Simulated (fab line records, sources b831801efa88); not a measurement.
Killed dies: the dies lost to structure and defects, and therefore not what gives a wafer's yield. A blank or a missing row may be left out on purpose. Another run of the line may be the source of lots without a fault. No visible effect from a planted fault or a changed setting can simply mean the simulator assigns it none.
Matching of chambers + flow sky130 + SKY_VIA4_CMP_02 on cmp-01: 4 sister chambers
The step polishes SiO2. 14 wafers are shown with their chamber, then 7 later ones without.

## WAFERS PAIRED WITH THEIR CHAMBERS
| wafer  | chamber | motor-current-A (A) |
|--------|---------|---------------------|
| L552.1 | 1       | 9.5                 |
| L552.3 | 0       | 12.0                |
| L552.5 | 1       | 9.4                 |
| L555.2 | 2       | 11.5                |
| L555.3 | 0       | 11.4                |
| L555.6 | 1       | 9.1                 |
| L557.3 | 2       | 12.2                |
| L557.4 | 3       | 11.1                |
| L557.6 | 3       | 10.7                |
| L558.2 | 1       | 9.6                 |
| L558.3 | 2       | 11.7                |
| L558.4 | 3       | 11.3                |
| L560.1 | 1       | 9.5                 |
| L560.2 | 2       | 12.2                |

SIGNATURES, as means of the wafers listed above
| reading         | chamber 0 | chamber 1 | chamber 2 | chamber 3 | scatter within a chamber |
|-----------------|-----------|-----------|-----------|-----------|--------------------------|
| motor-current-A | 11.700    | 9.420     | 11.900    | 11.033    | 0.299                    |
Rule: a wafer's distance from a chamber is the root of the sum, over the readings, of the square of ((its reading less the chamber's mean) divided by the reading's scatter). The wafer belongs to the nearest chamber; if the next one is less than 2 further off, it can't be placed. The scatter: take each reading less its chamber's mean, square it, sum over the shown wafers, divide by the number of wafers less the number of chambers, and take the root.

## WAFERS WITH NO CHAMBER GIVEN
| wafer  | motor-current-A (A) |
|--------|---------------------|
| L560.5 | 11.7                |
| L563.3 | 9.8                 |
| L563.4 | 10.8                |
| L563.6 | 11.1                |
| L573.1 | 11.0                |
| L573.3 | 11.9                |
| L573.6 | 10.7                |

## WHICH CHAMBER EACH ONE RAN IN
| wafer  | from the rows above     | in truth |
|--------|-------------------------|----------|
| L560.5 | can't be placed: 0 or 2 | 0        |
| L563.3 | 1                       | 1        |
| L563.4 | 3                       | 3        |
| L563.6 | can't be placed: 3 or 0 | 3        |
| L573.1 | 3                       | 3        |
| L573.3 | can't be placed: 2 or 0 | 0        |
| L573.6 | 3                       | 3        |
Correct placement for 4 of the 7. These rows do not allow placing 3 (true chamber among the candidates in 3). Wrongly placed: 0.
